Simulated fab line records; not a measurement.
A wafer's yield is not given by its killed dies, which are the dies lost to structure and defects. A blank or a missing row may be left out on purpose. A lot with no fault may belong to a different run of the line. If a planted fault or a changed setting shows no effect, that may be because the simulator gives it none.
fab line records :: flow sky130
record:
  lots: 14
  wafers: 42
  last_day: 50
route steps=708 shown LDD_HVP@288 SD_P@326 RES_XHIGH@360 LI_CONTACT@384
lots with no fault: from the same line, run without faults
start_h: hours from the record's opening day to when the first of the lot's shown wafers began :: wait_h: how many hours have passed since the lot's step before this one :: " same as the row above :: L1.1+2: several wafers, shown together as one row :: - no value, or no start given :: * or withheld: withheld :: < > ~ a bound
route shown NAME@n: a module of which the file shows steps, and the number in the route of the first :: usual: mean and standard deviation over wafers with no fault :: same: alike in all rows :: chamber/n: place in a boat :: sites: the reading at each site :: _std_site: the values' standard deviation :: _edge_site: mean of outer sites minus mean of inner sites :: radius_mm: how far each site lies from the wafer's centre :: mask NAME#n: copy n :: behind: the tool/chamber that last shaped the wafer :: hold: why the lot went on hold/how many hours it stayed there/how the hold came to an end :: device: the transistor (n, p or np) that didn't switch :: end of line: the tests these same wafers got at the end of their route :: a step given without rows: its recipe and nothing more :: killed: dies that structure and defects cost at the first sort, which is not the same as the wafer's yield :: map: per-die view of a wafer (x killed, . not killed, _ where there is no die)
set.NAME: the setting that was run; set.NAME@STEP: the one run at that earlier step :: model.NAME: the simulator's own value behind a step, which no gauge read
route steps across a sampled set of lots; one table per step, one row per wafer
== steps ==
step: SKY_LDD_HVP_TW_MEAS_10
usual:
  LDD_HVP_TW: 451/3.1
lot.wafer: L970.2
tool: film_metro-03
chamber: -
start_h: 531.23
wait_h: 0.1
LDD_HVP_TW: 456

lot.wafer: L970.3
tool: film_metro-03
chamber: -
start_h: 531.23
wait_h: 0.1
LDD_HVP_TW: 457

lot.wafer: L970.4
tool: film_metro-03
chamber: -
start_h: 531.23
wait_h: 0.1
LDD_HVP_TW: 455

lot.wafer: L972.2
tool: film_metro-03
chamber: -
start_h: 537.31
wait_h: 0.1
LDD_HVP_TW: 453

lot.wafer: L972.3
tool: film_metro-03
chamber: -
start_h: 537.31
wait_h: 0.1
LDD_HVP_TW: 455

lot.wafer: L972.5
tool: film_metro-03
chamber: -
start_h: 537.31
wait_h: 0.1
LDD_HVP_TW: 454

lot.wafer: L973.2
tool: film_metro-04
chamber: -
start_h: 538.88
wait_h: 0.1
LDD_HVP_TW: 448

lot.wafer: L973.3
tool: film_metro-04
chamber: -
start_h: 538.88
wait_h: 0.1
LDD_HVP_TW: 449

lot.wafer: L973.5
tool: film_metro-04
chamber: -
start_h: 538.88
wait_h: 0.1
LDD_HVP_TW: 448

lot.wafer: L971.2
tool: film_metro-03
chamber: -
start_h: 539.16
wait_h: 0.1
LDD_HVP_TW: 455

lot.wafer: L971.4
tool: film_metro-03
chamber: -
start_h: 539.16
wait_h: 0.1
LDD_HVP_TW: 457

lot.wafer: L971.6
tool: film_metro-03
chamber: -
start_h: 539.16
wait_h: 0.1
LDD_HVP_TW: 455

lot.wafer: L975.1
tool: film_metro-04
chamber: -
start_h: 552.65
wait_h: 0.1
LDD_HVP_TW: 446

lot.wafer: L975.2
tool: film_metro-04
chamber: -
start_h: 552.65
wait_h: 0.1
LDD_HVP_TW: 448

lot.wafer: L975.6
tool: film_metro-04
chamber: -
start_h: 552.65
wait_h: 0.1
LDD_HVP_TW: 446

lot.wafer: L974.2
tool: film_metro-04
chamber: -
start_h: 552.96
wait_h: 0.1
LDD_HVP_TW: 445

lot.wafer: L974.4
tool: film_metro-04
chamber: -
start_h: 552.96
wait_h: 0.1
LDD_HVP_TW: 447

lot.wafer: L974.5
tool: film_metro-04
chamber: -
start_h: 552.96
wait_h: 0.1
LDD_HVP_TW: 446

lot.wafer: L976.1
tool: film_metro-02
chamber: -
start_h: 575.40
wait_h: 0.1
LDD_HVP_TW: 450

lot.wafer: L976.4
tool: film_metro-02
chamber: -
start_h: 575.40
wait_h: 0.1
LDD_HVP_TW: 454

lot.wafer: L976.6
tool: film_metro-02
chamber: -
start_h: 575.40
wait_h: 0.1
LDD_HVP_TW: 452

lot.wafer: L979.1
tool: film_metro-02
chamber: -
start_h: 603.55
wait_h: 0.1
LDD_HVP_TW: 450

lot.wafer: L979.5
tool: film_metro-02
chamber: -
start_h: 603.55
wait_h: 0.1
LDD_HVP_TW: 452

lot.wafer: L979.6
tool: film_metro-02
chamber: -
start_h: 603.55
wait_h: 0.1
LDD_HVP_TW: 451

lot.wafer: L978.1
tool: film_metro-02
chamber: -
start_h: 609.37
wait_h: 0.1
LDD_HVP_TW: 450

lot.wafer: L978.2
tool: film_metro-02
chamber: -
start_h: 609.37
wait_h: 0.1
LDD_HVP_TW: 451

lot.wafer: L978.6
tool: film_metro-02
chamber: -
start_h: 609.37
wait_h: 0.1
LDD_HVP_TW: 450

lot.wafer: L981.3
tool: film_metro-02
chamber: -
start_h: 615.32
wait_h: 0.1
LDD_HVP_TW: 449

lot.wafer: L981.4
tool: film_metro-02
chamber: -
start_h: 615.32
wait_h: 0.1
LDD_HVP_TW: 451

lot.wafer: L981.6
tool: film_metro-02
chamber: -
start_h: 615.32
wait_h: 0.1
LDD_HVP_TW: 451

lot.wafer: L980.1
tool: film_metro-02
chamber: -
start_h: 616.57
wait_h: 0.1
LDD_HVP_TW: 448

lot.wafer: L980.4
tool: film_metro-02
chamber: -
start_h: 616.57
wait_h: 0.1
LDD_HVP_TW: 452

lot.wafer: L980.5
tool: film_metro-02
chamber: -
start_h: 616.57
wait_h: 0.1
LDD_HVP_TW: 451

lot.wafer: L983.1
tool: film_metro-02
chamber: -
start_h: 630.72
wait_h: 0.1
LDD_HVP_TW: 449

lot.wafer: L983.2
tool: film_metro-02
chamber: -
start_h: 630.72
wait_h: 0.1
LDD_HVP_TW: 450

lot.wafer: L983.5
tool: film_metro-02
chamber: -
start_h: 630.72
wait_h: 0.1
LDD_HVP_TW: 449

lot.wafer: L984.1
tool: film_metro-02
chamber: -
start_h: 631.95
wait_h: 0.1
LDD_HVP_TW: 452

lot.wafer: L984.2
tool: film_metro-02
chamber: -
start_h: 631.95
wait_h: 0.1
LDD_HVP_TW: 452

lot.wafer: L984.5
tool: film_metro-02
chamber: -
start_h: 631.95
wait_h: 0.1
LDD_HVP_TW: 453

lot.wafer: L991.2
tool: film_metro-02
chamber: -
start_h: 685.49
wait_h: 0.1
LDD_HVP_TW: 451

lot.wafer: L991.4
tool: film_metro-02
chamber: -
start_h: 685.49
wait_h: 0.1
LDD_HVP_TW: 452

lot.wafer: L991.6
tool: film_metro-02
chamber: -
start_h: 685.49
wait_h: 0.1
LDD_HVP_TW: 452
step: SKY_SD_P_DEVELOP_06
recipe:
  resist: NOVOLAK
  developer: TMAH
  develop_time_s: 60
  dev_temp_c: 23
usual:
  chill_plate_temp_C: 22.98/0.11
  develop_time_s: 60/0
lot.wafer: L970.2
tool: litho_track-01
chamber: 0
start_h: 621.30
wait_h: 0.1
chill_plate_temp_C: 23.23
develop_time_s: 60

lot.wafer: L970.3
tool: litho_track-01
chamber: 0
start_h: 621.30
wait_h: 0.1
chill_plate_temp_C: 23.11
develop_time_s: 60

lot.wafer: L970.4
tool: litho_track-01
chamber: 0
start_h: 621.30
wait_h: 0.1
chill_plate_temp_C: 23.19
develop_time_s: 60

lot.wafer: L972.2
tool: litho_track-02
chamber: 0
start_h: 627.31
wait_h: 0.1
chill_plate_temp_C: 23.05
develop_time_s: 60

lot.wafer: L972.3
tool: litho_track-02
chamber: 0
start_h: 627.31
wait_h: 0.1
chill_plate_temp_C: 23.04
develop_time_s: 60

lot.wafer: L972.5
tool: litho_track-02
chamber: 0
start_h: 627.31
wait_h: 0.1
chill_plate_temp_C: 22.92
develop_time_s: 60

lot.wafer: L973.2
tool: litho_track-03
chamber: 0
start_h: 628.14
wait_h: 0.1
chill_plate_temp_C: 23.03
develop_time_s: 60

lot.wafer: L973.3
tool: litho_track-03
chamber: 0
start_h: 628.14
wait_h: 0.1
chill_plate_temp_C: 23.00
develop_time_s: 60

lot.wafer: L973.5
tool: litho_track-03
chamber: 0
start_h: 628.14
wait_h: 0.1
chill_plate_temp_C: 22.86
develop_time_s: 60

lot.wafer: L971.2
tool: litho_track-01
chamber: 0
start_h: 630.95
wait_h: 0.1
chill_plate_temp_C: 22.94
develop_time_s: 60

lot.wafer: L971.4
tool: litho_track-01
chamber: 0
start_h: 630.95
wait_h: 0.1
chill_plate_temp_C: 23.06
develop_time_s: 60

lot.wafer: L971.6
tool: litho_track-01
chamber: 0
start_h: 630.95
wait_h: 0.1
chill_plate_temp_C: 23.09
develop_time_s: 60

lot.wafer: L974.2
tool: litho_track-01
chamber: 0
start_h: 641.00
wait_h: 0.1
chill_plate_temp_C: 22.93
develop_time_s: 60

lot.wafer: L974.4
tool: litho_track-01
chamber: 0
start_h: 641.00
wait_h: 0.1
chill_plate_temp_C: 22.83
develop_time_s: 60

lot.wafer: L974.5
tool: litho_track-01
chamber: 0
start_h: 641.00
wait_h: 0.1
chill_plate_temp_C: 22.88
develop_time_s: 60

lot.wafer: L975.1
tool: litho_track-02
chamber: 0
start_h: 641.13
wait_h: 0.1
chill_plate_temp_C: 22.81
develop_time_s: 60

lot.wafer: L975.2
tool: litho_track-02
chamber: 0
start_h: 641.13
wait_h: 0.1
chill_plate_temp_C: 22.91
develop_time_s: 60

lot.wafer: L975.6
tool: litho_track-02
chamber: 0
start_h: 641.13
wait_h: 0.1
chill_plate_temp_C: 23.05
develop_time_s: 60

lot.wafer: L976.1
tool: litho_track-02
chamber: 0
start_h: 664.28
wait_h: 0.1
chill_plate_temp_C: 22.98
develop_time_s: 60

lot.wafer: L976.4
tool: litho_track-02
chamber: 0
start_h: 664.28
wait_h: 0.1
chill_plate_temp_C: 23.07
develop_time_s: 60

lot.wafer: L976.6
tool: litho_track-02
chamber: 0
start_h: 664.28
wait_h: 0.1
chill_plate_temp_C: 22.87
develop_time_s: 60

lot.wafer: L979.1
tool: litho_track-02
chamber: 0
start_h: 691.58
wait_h: 0.1
chill_plate_temp_C: 22.98
develop_time_s: 60

lot.wafer: L979.5
tool: litho_track-02
chamber: 0
start_h: 691.58
wait_h: 0.1
chill_plate_temp_C: 23.17
develop_time_s: 60

lot.wafer: L979.6
tool: litho_track-02
chamber: 0
start_h: 691.58
wait_h: 0.1
chill_plate_temp_C: 22.99
develop_time_s: 60

lot.wafer: L978.1
tool: litho_track-03
chamber: 0
start_h: 695.47
wait_h: 0.1
chill_plate_temp_C: 23.08
develop_time_s: 60

lot.wafer: L978.2
tool: litho_track-03
chamber: 0
start_h: 695.47
wait_h: 0.1
chill_plate_temp_C: 22.98
develop_time_s: 60

lot.wafer: L978.6
tool: litho_track-03
chamber: 0
start_h: 695.47
wait_h: 0.1
chill_plate_temp_C: 22.96
develop_time_s: 60

lot.wafer: L981.3
tool: litho_track-02
chamber: 0
start_h: 700.88
wait_h: 0.1
chill_plate_temp_C: 23.10
develop_time_s: 60

lot.wafer: L981.4
tool: litho_track-02
chamber: 0
start_h: 700.88
wait_h: 0.1
chill_plate_temp_C: 22.99
develop_time_s: 60

lot.wafer: L981.6
tool: litho_track-02
chamber: 0
start_h: 700.88
wait_h: 0.1
chill_plate_temp_C: 23.06
develop_time_s: 60

lot.wafer: L980.1
tool: litho_track-03
chamber: -
start_h: 703.37
wait_h: 0.1
chill_plate_temp_C: -
develop_time_s: -

lot.wafer: L980.4
tool: litho_track-03
chamber: -
start_h: 703.37
wait_h: 0.1
chill_plate_temp_C: -
develop_time_s: -

lot.wafer: L980.5
tool: litho_track-03
chamber: -
start_h: 703.37
wait_h: 0.1
chill_plate_temp_C: -
develop_time_s: -

lot.wafer: L983.1
tool: litho_track-03
chamber: -
start_h: 715.72
wait_h: 0.1
chill_plate_temp_C: -
develop_time_s: -

lot.wafer: L983.2
tool: litho_track-03
chamber: -
start_h: 715.72
wait_h: 0.1
chill_plate_temp_C: -
develop_time_s: -

lot.wafer: L983.5
tool: litho_track-03
chamber: -
start_h: 715.72
wait_h: 0.1
chill_plate_temp_C: -
develop_time_s: -

lot.wafer: L984.1
tool: litho_track-01
chamber: 0
start_h: 716.32
wait_h: 0.1
chill_plate_temp_C: 22.99
develop_time_s: 60

lot.wafer: L984.2
tool: litho_track-01
chamber: 0
start_h: 716.32
wait_h: 0.1
chill_plate_temp_C: 22.95
develop_time_s: 60

lot.wafer: L984.5
tool: litho_track-01
chamber: 0
start_h: 716.32
wait_h: 0.1
chill_plate_temp_C: 22.98
develop_time_s: 60

lot.wafer: L991.2
tool: litho_track-03
chamber: 0
start_h: 768.84
wait_h: 0.1
chill_plate_temp_C: 23.02
develop_time_s: 60

lot.wafer: L991.4
tool: litho_track-03
chamber: 0
start_h: 768.84
wait_h: 0.1
chill_plate_temp_C: 23.14
develop_time_s: 60

lot.wafer: L991.6
tool: litho_track-03
chamber: 0
start_h: 768.84
wait_h: 0.1
chill_plate_temp_C: 23.21
develop_time_s: 60
step: SKY_SD_N_RS_MEAS_18
recipe:
  thk_meas_gauge: four-point-probe
usual:
  RES_XHIGH_RS: 329.4/1.2
lot.wafer: L970.2
tool: film_metro-04
chamber: -
start_h: 679.23
wait_h: 0.1
RES_XHIGH_RS[ohm/sq]: 331.1

lot.wafer: L970.3
tool: film_metro-04
chamber: -
start_h: 679.23
wait_h: 0.1
RES_XHIGH_RS[ohm/sq]: 332.1

lot.wafer: L970.4
tool: film_metro-04
chamber: -
start_h: 679.23
wait_h: 0.1
RES_XHIGH_RS[ohm/sq]: 330.9

lot.wafer: L972.2
tool: film_metro-03
chamber: -
start_h: 684.81
wait_h: 0.1
RES_XHIGH_RS[ohm/sq]: 329.8

lot.wafer: L972.3
tool: film_metro-03
chamber: -
start_h: 684.81
wait_h: 0.1
RES_XHIGH_RS[ohm/sq]: 329.2

lot.wafer: L972.5
tool: film_metro-03
chamber: -
start_h: 684.81
wait_h: 0.1
RES_XHIGH_RS[ohm/sq]: 329.3

lot.wafer: L973.2
tool: film_metro-03
chamber: -
start_h: 685.91
wait_h: 0.1
RES_XHIGH_RS[ohm/sq]: 329.9

lot.wafer: L973.3
tool: film_metro-03
chamber: -
start_h: 685.91
wait_h: 0.1
RES_XHIGH_RS[ohm/sq]: 329.9

lot.wafer: L973.5
tool: film_metro-03
chamber: -
start_h: 685.91
wait_h: 0.1
RES_XHIGH_RS[ohm/sq]: 331.1

lot.wafer: L971.2
tool: film_metro-01
chamber: -
start_h: 686.48
wait_h: 0.1
RES_XHIGH_RS[ohm/sq]: 328.8

lot.wafer: L971.4
tool: film_metro-01
chamber: -
start_h: 686.48
wait_h: 0.1
RES_XHIGH_RS[ohm/sq]: 329.0

lot.wafer: L971.6
tool: film_metro-01
chamber: -
start_h: 686.48
wait_h: 0.1
RES_XHIGH_RS[ohm/sq]: 329.5

lot.wafer: L974.2
tool: film_metro-04
chamber: -
start_h: 698.88
wait_h: 0.1
RES_XHIGH_RS[ohm/sq]: 328.6

lot.wafer: L974.4
tool: film_metro-04
chamber: -
start_h: 698.88
wait_h: 0.1
RES_XHIGH_RS[ohm/sq]: 329.3

lot.wafer: L974.5
tool: film_metro-04
chamber: -
start_h: 698.88
wait_h: 0.1
RES_XHIGH_RS[ohm/sq]: 327.9

lot.wafer: L975.1
tool: film_metro-01
chamber: -
start_h: 699.86
wait_h: 0.1
RES_XHIGH_RS[ohm/sq]: 328.8

lot.wafer: L975.2
tool: film_metro-01
chamber: -
start_h: 699.86
wait_h: 0.1
RES_XHIGH_RS[ohm/sq]: 329.6

lot.wafer: L975.6
tool: film_metro-01
chamber: -
start_h: 699.86
wait_h: 0.1
RES_XHIGH_RS[ohm/sq]: 328.9

lot.wafer: L976.1
tool: film_metro-04
chamber: -
start_h: 721.06
wait_h: 0.1
RES_XHIGH_RS[ohm/sq]: 328.3

lot.wafer: L976.4
tool: film_metro-04
chamber: -
start_h: 721.06
wait_h: 0.1
RES_XHIGH_RS[ohm/sq]: 327.7

lot.wafer: L976.6
tool: film_metro-04
chamber: -
start_h: 721.06
wait_h: 0.1
RES_XHIGH_RS[ohm/sq]: 327.7

lot.wafer: L979.1
tool: film_metro-03
chamber: -
start_h: 748.26
wait_h: 0.1
RES_XHIGH_RS[ohm/sq]: 328.6

lot.wafer: L979.5
tool: film_metro-03
chamber: -
start_h: 748.26
wait_h: 0.1
RES_XHIGH_RS[ohm/sq]: 328.4

lot.wafer: L979.6
tool: film_metro-03
chamber: -
start_h: 748.26
wait_h: 0.1
RES_XHIGH_RS[ohm/sq]: 328.2

lot.wafer: L978.1
tool: film_metro-04
chamber: -
start_h: 750.75
wait_h: 0.1
RES_XHIGH_RS[ohm/sq]: 329.9

lot.wafer: L978.2
tool: film_metro-04
chamber: -
start_h: 750.75
wait_h: 0.1
RES_XHIGH_RS[ohm/sq]: 329.0

lot.wafer: L978.6
tool: film_metro-04
chamber: -
start_h: 750.75
wait_h: 0.1
RES_XHIGH_RS[ohm/sq]: 330.5

lot.wafer: L981.3
tool: film_metro-03
chamber: -
start_h: 756.50
wait_h: 0.1
RES_XHIGH_RS[ohm/sq]: 329.7

lot.wafer: L981.4
tool: film_metro-03
chamber: -
start_h: 756.50
wait_h: 0.1
RES_XHIGH_RS[ohm/sq]: 328.8

lot.wafer: L981.6
tool: film_metro-03
chamber: -
start_h: 756.50
wait_h: 0.1
RES_XHIGH_RS[ohm/sq]: 330.3

lot.wafer: L980.1
tool: film_metro-01
chamber: -
start_h: 758.80
wait_h: 0.1
RES_XHIGH_RS[ohm/sq]: 328.0

lot.wafer: L980.4
tool: film_metro-01
chamber: -
start_h: 758.80
wait_h: 0.1
RES_XHIGH_RS[ohm/sq]: 327.6

lot.wafer: L980.5
tool: film_metro-01
chamber: -
start_h: 758.80
wait_h: 0.1
RES_XHIGH_RS[ohm/sq]: 328.6

lot.wafer: L983.1
tool: film_metro-01
chamber: -
start_h: 770.95
wait_h: 0.1
RES_XHIGH_RS[ohm/sq]: 330.3

lot.wafer: L983.2
tool: film_metro-01
chamber: -
start_h: 770.95
wait_h: 0.1
RES_XHIGH_RS[ohm/sq]: 331.1

lot.wafer: L983.5
tool: film_metro-01
chamber: -
start_h: 770.95
wait_h: 0.1
RES_XHIGH_RS[ohm/sq]: 330.6

lot.wafer: L984.1
tool: film_metro-04
chamber: -
start_h: 770.99
wait_h: 0.1
RES_XHIGH_RS[ohm/sq]: 331.2

lot.wafer: L984.2
tool: film_metro-04
chamber: -
start_h: 770.99
wait_h: 0.1
RES_XHIGH_RS[ohm/sq]: 331.0

lot.wafer: L984.5
tool: film_metro-04
chamber: -
start_h: 770.99
wait_h: 0.1
RES_XHIGH_RS[ohm/sq]: 330.6

lot.wafer: L991.2
tool: film_metro-04
chamber: -
start_h: 821.66
wait_h: 0.1
RES_XHIGH_RS[ohm/sq]: 330.5

lot.wafer: L991.4
tool: film_metro-04
chamber: -
start_h: 821.66
wait_h: 0.1
RES_XHIGH_RS[ohm/sq]: 329.9

lot.wafer: L991.6
tool: film_metro-04
chamber: -
start_h: 821.66
wait_h: 0.1
RES_XHIGH_RS[ohm/sq]: 332.6
step: SKY_LI_CONTACT_RS_MEAS_22
recipe:
  thk_meas_gauge: four-point-probe
  reads: W_of_LI_CONTACT_CVD_21+TiN_of_LI_CONTACT_SPUTTER_20+Ti_of_LI_CONTACT_SPUTTER_19
usual:
  LI_CONTACT_W_RS: 0.2848/0.0026
lot.wafer: L970.2
tool: film_metro-01
chamber: -
start_h: 708.22
wait_h: 0.1
LI_CONTACT_W_RS[ohm/sq]: 0.2869

lot.wafer: L970.3
tool: film_metro-01
chamber: -
start_h: 708.22
wait_h: 0.1
LI_CONTACT_W_RS[ohm/sq]: 0.2851

lot.wafer: L970.4
tool: film_metro-01
chamber: -
start_h: 708.22
wait_h: 0.1
LI_CONTACT_W_RS[ohm/sq]: 0.2870

lot.wafer: L972.2
tool: film_metro-01
chamber: -
start_h: 713.68
wait_h: 0.1
LI_CONTACT_W_RS[ohm/sq]: 0.2829

lot.wafer: L972.3
tool: film_metro-01
chamber: -
start_h: 713.68
wait_h: 0.1
LI_CONTACT_W_RS[ohm/sq]: 0.2809

lot.wafer: L972.5
tool: film_metro-01
chamber: -
start_h: 713.68
wait_h: 0.1
LI_CONTACT_W_RS[ohm/sq]: 0.2819

lot.wafer: L973.2
tool: film_metro-04
chamber: -
start_h: 714.69
wait_h: 0.1
LI_CONTACT_W_RS[ohm/sq]: 0.2848

lot.wafer: L973.3
tool: film_metro-04
chamber: -
start_h: 714.69
wait_h: 0.1
LI_CONTACT_W_RS[ohm/sq]: 0.2804

lot.wafer: L973.5
tool: film_metro-04
chamber: -
start_h: 714.69
wait_h: 0.1
LI_CONTACT_W_RS[ohm/sq]: 0.2803

lot.wafer: L971.2
tool: film_metro-01
chamber: -
start_h: 715.64
wait_h: 0.1
LI_CONTACT_W_RS[ohm/sq]: 0.2868

lot.wafer: L971.4
tool: film_metro-01
chamber: -
start_h: 715.64
wait_h: 0.1
LI_CONTACT_W_RS[ohm/sq]: 0.2868

lot.wafer: L971.6
tool: film_metro-01
chamber: -
start_h: 715.64
wait_h: 0.1
LI_CONTACT_W_RS[ohm/sq]: 0.2853

lot.wafer: L974.2
tool: film_metro-01
chamber: -
start_h: 727.38
wait_h: 0.1
LI_CONTACT_W_RS[ohm/sq]: 0.2832

lot.wafer: L974.4
tool: film_metro-01
chamber: -
start_h: 727.38
wait_h: 0.1
LI_CONTACT_W_RS[ohm/sq]: 0.2860

lot.wafer: L974.5
tool: film_metro-01
chamber: -
start_h: 727.38
wait_h: 0.1
LI_CONTACT_W_RS[ohm/sq]: 0.2811

lot.wafer: L975.1
tool: film_metro-04
chamber: -
start_h: 728.66
wait_h: 0.1
LI_CONTACT_W_RS[ohm/sq]: 0.2879

lot.wafer: L975.2
tool: film_metro-04
chamber: -
start_h: 728.66
wait_h: 0.1
LI_CONTACT_W_RS[ohm/sq]: 0.2837

lot.wafer: L975.6
tool: film_metro-04
chamber: -
start_h: 728.66
wait_h: 0.1
LI_CONTACT_W_RS[ohm/sq]: 0.2852

lot.wafer: L976.1
tool: film_metro-01
chamber: -
start_h: 750.25
wait_h: 0.1
LI_CONTACT_W_RS[ohm/sq]: 0.2857

lot.wafer: L976.4
tool: film_metro-01
chamber: -
start_h: 750.25
wait_h: 0.1
LI_CONTACT_W_RS[ohm/sq]: 0.2838

lot.wafer: L976.6
tool: film_metro-01
chamber: -
start_h: 750.25
wait_h: 0.1
LI_CONTACT_W_RS[ohm/sq]: 0.2839

lot.wafer: L979.1
tool: film_metro-04
chamber: -
start_h: 776.86
wait_h: 0.1
LI_CONTACT_W_RS[ohm/sq]: 0.2874

lot.wafer: L979.5
tool: film_metro-04
chamber: -
start_h: 776.86
wait_h: 0.1
LI_CONTACT_W_RS[ohm/sq]: 0.2874

lot.wafer: L979.6
tool: film_metro-04
chamber: -
start_h: 776.86
wait_h: 0.1
LI_CONTACT_W_RS[ohm/sq]: 0.2829

lot.wafer: L978.1
tool: film_metro-01
chamber: -
start_h: 779.26
wait_h: 0.1
LI_CONTACT_W_RS[ohm/sq]: 0.2832

lot.wafer: L978.2
tool: film_metro-01
chamber: -
start_h: 779.26
wait_h: 0.1
LI_CONTACT_W_RS[ohm/sq]: 0.2804

lot.wafer: L978.6
tool: film_metro-01
chamber: -
start_h: 779.26
wait_h: 0.1
LI_CONTACT_W_RS[ohm/sq]: 0.2838

lot.wafer: L981.3
tool: film_metro-04
chamber: -
start_h: 784.64
wait_h: 0.1
LI_CONTACT_W_RS[ohm/sq]: 0.2865

lot.wafer: L981.4
tool: film_metro-04
chamber: -
start_h: 784.64
wait_h: 0.1
LI_CONTACT_W_RS[ohm/sq]: 0.2894

lot.wafer: L981.6
tool: film_metro-04
chamber: -
start_h: 784.64
wait_h: 0.1
LI_CONTACT_W_RS[ohm/sq]: 0.2865

lot.wafer: L980.1
tool: film_metro-03
chamber: -
start_h: 785.89
wait_h: 0.1
LI_CONTACT_W_RS[ohm/sq]: 0.2839

lot.wafer: L980.4
tool: film_metro-03
chamber: -
start_h: 785.89
wait_h: 0.1
LI_CONTACT_W_RS[ohm/sq]: 0.2832

lot.wafer: L980.5
tool: film_metro-03
chamber: -
start_h: 785.89
wait_h: 0.1
LI_CONTACT_W_RS[ohm/sq]: 0.2853

lot.wafer: L983.1
tool: film_metro-04
chamber: -
start_h: 798.86
wait_h: 0.1
LI_CONTACT_W_RS[ohm/sq]: 0.2840

lot.wafer: L983.2
tool: film_metro-04
chamber: -
start_h: 798.86
wait_h: 0.1
LI_CONTACT_W_RS[ohm/sq]: 0.2882

lot.wafer: L983.5
tool: film_metro-04
chamber: -
start_h: 798.86
wait_h: 0.1
LI_CONTACT_W_RS[ohm/sq]: 0.2829

lot.wafer: L984.1
tool: film_metro-01
chamber: -
start_h: 798.99
wait_h: 0.1
LI_CONTACT_W_RS[ohm/sq]: 0.2823

lot.wafer: L984.2
tool: film_metro-01
chamber: -
start_h: 798.99
wait_h: 0.1
LI_CONTACT_W_RS[ohm/sq]: 0.2853

lot.wafer: L984.5
tool: film_metro-01
chamber: -
start_h: 798.99
wait_h: 0.1
LI_CONTACT_W_RS[ohm/sq]: 0.2862

lot.wafer: L991.2
tool: film_metro-01
chamber: -
start_h: 843.78
wait_h: 0.1
LI_CONTACT_W_RS[ohm/sq]: 0.2878

lot.wafer: L991.4
tool: film_metro-01
chamber: -
start_h: 843.78
wait_h: 0.1
LI_CONTACT_W_RS[ohm/sq]: 0.2888

lot.wafer: L991.6
tool: film_metro-01
chamber: -
start_h: 843.78
wait_h: 0.1
LI_CONTACT_W_RS[ohm/sq]: 0.2886
== key ==
first_sign:
  step: SKY_SD_P_DEVELOP_06
  reading: tool_record
  direction: missing
effect none on later readings
met_at SKY_SD_P_DEVELOP_06
struck_lots L980,L983
sort_left_out L980.1,L980.4,L980.5,L983.1,L983.2,L983.5
tester_left_out L980,L983
not_acting_at SKY_LDD_HVP_TW_MEAS_10,SKY_SD_N_RS_MEAS_18,SKY_LI_CONTACT_RS_MEAS_22
onset_between 695.47 703.37
fault:
  kind: skipped_step_whole
  tool: litho_track-03
  chamber: -
  onset_h: 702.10
  steps: SKY_SD_P_DEVELOP_06
  scope: struck_lots_only
tester_left_out: of these lots the tester's yield and bins aren't shown, on N5 and GAA mostly nor the transistor test; their killed dies are dies lost to structure and defects alone, not to doping, threshold or leakage, so they don't give the yield
sort_left_out: the simulated sort isn't trusted on such a fault, so these wafers' sort isn't shown, and their yield isn't known
